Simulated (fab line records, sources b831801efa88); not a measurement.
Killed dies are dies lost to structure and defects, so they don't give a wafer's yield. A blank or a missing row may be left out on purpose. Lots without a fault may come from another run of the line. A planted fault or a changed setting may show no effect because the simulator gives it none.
Which tool did it? | flow sky130 | 11 lots, 33 wafers sampled, at 5 steps of a route of 708

WHAT THE GAUGES READ, wafer by wafer
SKY_METAL2_OVL_MEAS_16.
lot  | measured     | on         | METAL2_OVL (nm)
L356 | day 34 20:53 | overlay-01 | -2 -1 -3
L358 | day 35 10:50 | overlay-02 | -1 1 3
L359 | day 36 02:31 | overlay-01 | -4 2 -7
L360 | day 36 07:32 | overlay-02 | -2 -2 -1
L362 | day 37 00:23 | overlay-02 | 5 -1 2
L364 | day 37 15:26 | overlay-02 | 3 1 -4
L365 | day 37 19:37 | overlay-02 | -4 -7 -7
L366 | day 38 07:01 | overlay-02 | 4 10 -2
L376 | day 41 07:28 | overlay-01 | 6 -1 3
L378 | day 41 22:59 | overlay-02 | 3 -1 3
L379 | day 42 02:43 | overlay-02 | -3 -6 -1

SKY_VIA2_OVL_MEAS_13.
lot  | measured     | on         | VIA2_OVL (nm)
L356 | day 36 00:22 | overlay-01 | -9 0 -13
L358 | day 36 14:52 | overlay-01 | 4 0 0
L359 | day 37 04:23 | overlay-02 | -1 -3 -4
L360 | day 37 10:40 | overlay-02 | -1 3 -1
L362 | day 38 03:56 | overlay-02 | -6 -1 -1
L364 | day 38 18:34 | overlay-02 | 1 1 7
L365 | day 38 22:46 | overlay-02 | -7 4
L366 | day 39 09:55 | overlay-02 | -7
L376 | day 42 08:53 | overlay-01 | -3 -6 3
L378 | day 42 23:52 | overlay-02 | -3 -5 -7
L379 | day 43 03:34 | overlay-02 | -4 -4 1

WHICH TOOL RAN EACH LOT (tool, then ch and the chambers of the sampled wafers, then the start)
lot  | SKY_VIA1_ETCH_15                   | SKY_METAL2_METAL_ETCH_19          | SKY_METAL2_STRIP_20
L356 | rie_diel-04 ch 1,2, day 33 16:54   | rie_metal-01 ch 0,1, day 34 21:01 | plasma_asher-03 ch 0,1, day 34 21:06
L358 | rie_diel-03 ch 0,2,3, day 34 06:44 | rie_metal-02 ch 0, day 35 10:58   | plasma_asher-01 ch 0, day 35 11:03
L359 | rie_diel-01 ch 0,1,3, day 34 22:06 | rie_metal-03 ch 0,1, day 36 02:38 | plasma_asher-01 ch 0,1, day 36 02:44
L360 | rie_diel-01 ch 0,2,3, day 35 03:48 | rie_metal-01 ch 0,1, day 36 07:40 | plasma_asher-02 ch 0,1, day 36 07:45
L362 | rie_diel-03 ch 1,2,3, day 35 20:40 | rie_metal-02 ch 0,1, day 37 00:32 | plasma_asher-03 ch 0,1, day 37 00:38
L364 | rie_diel-03 ch 0,2,3, day 36 12:16 | rie_metal-02 ch 0,1, day 37 15:34 | plasma_asher-02 ch 0,1, day 37 15:39
L365 | rie_diel-01 ch 1,2, day 36 15:58   | rie_metal-02 ch 0,1, day 37 19:44 | plasma_asher-01 ch 0,1, day 37 19:50
L366 | rie_diel-03 ch 0,2,3, day 37 03:28 | rie_metal-02 ch 0,1, day 38 07:09 | plasma_asher-03 ch 0,1, day 38 07:14
L376 | rie_diel-01 ch 0,1,2, day 40 05:24 | rie_metal-01 ch 0,1, day 41 07:36 | plasma_asher-01 ch 0,1, day 41 07:41
L378 | rie_diel-04 ch 1,2,3, day 40 22:00 | rie_metal-03 ch 0,1, day 41 23:07 | plasma_asher-01 ch 0,1, day 41 23:12
L379 | rie_diel-03 ch 1,2, day 41 01:27   | rie_metal-02 ch 0,1, day 42 02:50 | plasma_asher-01 ch 0, day 42 02:56
- SKY_VIA1_ETCH_15: etches SiO2 in C4F8/O2/Ar, stops on TiN, target depth 351 nm, time 54 s.
- SKY_METAL2_METAL_ETCH_19: etches the open film in Cl2/BCl3, stops on SiO2, target depth 360 nm, time 78 s.
- SKY_METAL2_STRIP_20: strips in O2/N2.

WHAT THE TOOLS THEMSELVES READ (means of the sampled wafers that have a number; where no wafer has one, the mark that the record gives instead)
SKY_VIA1_ETCH_15.
lot  | tool        | chamber_pressure_mTorr (mTorr) | oes_product_au (a.u.)
L356 | rie_diel-04 | 40.01                          | 0.986
L358 | rie_diel-03 | 39.99                          | 0.973
L359 | rie_diel-01 | 39.99                          | 0.976
L360 | rie_diel-01 | 40.01                          | 0.988
L362 | rie_diel-03 | 40.00                          | 0.977
L364 | rie_diel-03 | 40.02                          | 0.979
L365 | rie_diel-01 | 40.00                          | 0.981
L366 | rie_diel-03 | 39.97                          | 0.976
L376 | rie_diel-01 | 39.98                          | 0.982
L378 | rie_diel-04 | 39.98                          | 0.980
L379 | rie_diel-03 | 39.98                          | 0.976

SKY_METAL2_METAL_ETCH_19.
lot  | tool         | bcl3_flow_sccm (sccm) | chamber_pressure_mTorr (mTorr) | drypump_motor_current_A (A) | oes_product_au (a.u.) | throttle_valve_pct (%)
L356 | rie_metal-01 | 29.99                 | 9.999                          | 5.5                         | 0.847                 | 22.259
L358 | rie_metal-02 | 29.99                 | 9.998                          | 5.3                         | 0.845                 | 22.269
L359 | rie_metal-03 | 30.01                 | 10.004                         | 5.4                         | 0.851                 | 22.266
L360 | rie_metal-01 | 29.87                 | 10.001                         | 5.5                         | 0.849                 | 22.264
L362 | rie_metal-02 | 30.00                 | 9.994                          | 6.1                         | 0.855                 | 22.272
L364 | rie_metal-02 | 30.04                 | 10.003                         | 5.7                         | 0.859                 | 22.255
L365 | rie_metal-02 | 30.02                 | 9.990                          | 5.7                         | 0.814                 | 22.271
L366 | rie_metal-02 | 30.09                 | 10.005                         | 5.7                         | 0.767                 | 22.264
L376 | rie_metal-01 | 29.92                 | 10.002                         | 5.6                         | 0.851                 | 22.257
L378 | rie_metal-03 | 29.98                 | 9.991                          | 5.4                         | 0.850                 | 22.263
L379 | rie_metal-02 | 30.06                 | 10.003                         | 5.7                         | 0.857                 | 22.264

SKY_METAL2_STRIP_20.
lot  | tool            | chamber_pressure_mTorr (mTorr) | drypump_motor_current_A (A) | oes_product_au (a.u.) | strip_time_to_endpoint_s (s)
L356 | plasma_asher-03 | 1499.6                         | 6.2                         | 0.338                 | 2.671
L358 | plasma_asher-01 | 1499.2                         | 6.6                         | 0.341                 | 2.661
L359 | plasma_asher-01 | 1500.0                         | 6.0                         | 0.341                 | 2.725
L360 | plasma_asher-02 | 1501.3                         | 6.1                         | 0.343                 | 2.692
L362 | plasma_asher-03 | 1499.5                         | 6.2                         | 0.346                 | 2.673
L364 | plasma_asher-02 | 1498.5                         | 6.0                         | 0.345                 | 2.699
L365 | plasma_asher-01 | 1500.4                         | 5.4                         | 0.352                 | 3.036
L366 | plasma_asher-03 | 1499.8                         | 6.2                         | 0.377                 | 3.435
L376 | plasma_asher-01 | 1500.2                         | 6.0                         | 0.340                 | 2.648
L378 | plasma_asher-01 | 1501.4                         | 5.5                         | 0.345                 | 2.679
L379 | plasma_asher-01 | 1497.7                         | 6.6                         | 0.346                 | 2.696

THE ANSWER, worked out from the rows above alone
Rule: what is usual is taken from the lots themselves. Put in order of their means at a reading, lots are off if they are a third of the lots or fewer, leave a main group of 4 or more, and stand apart from it by a gap of 3 or more times the standard deviation of the main group's means; of several such gaps the widest counts. A main group whose means are all the same, to the digits that the tables above print for the reading, isn't used. A lot without any number at a reading at which 4 lots or more have one is off too. The other lots that the step has rows for count as sound. The gauges are gone through in route order, then the tools' own readings, and for those a lot's mean is taken as printed above. The first step at which some lot is off is used, and at that step the reading that is off furthest; a lot without a number counts as furthest.
Off: L365, L366, at SKY_METAL2_METAL_ETCH_19 (oes_product_au). The main group: mean 0.852 a.u., standard deviation 0.0043.
A tool fits if, at that step or a process step before it, it ran every lot that is off, and no sound lot after the first of them. None of those tried fits.

WHAT THE SIMULATOR HAD PUT IN
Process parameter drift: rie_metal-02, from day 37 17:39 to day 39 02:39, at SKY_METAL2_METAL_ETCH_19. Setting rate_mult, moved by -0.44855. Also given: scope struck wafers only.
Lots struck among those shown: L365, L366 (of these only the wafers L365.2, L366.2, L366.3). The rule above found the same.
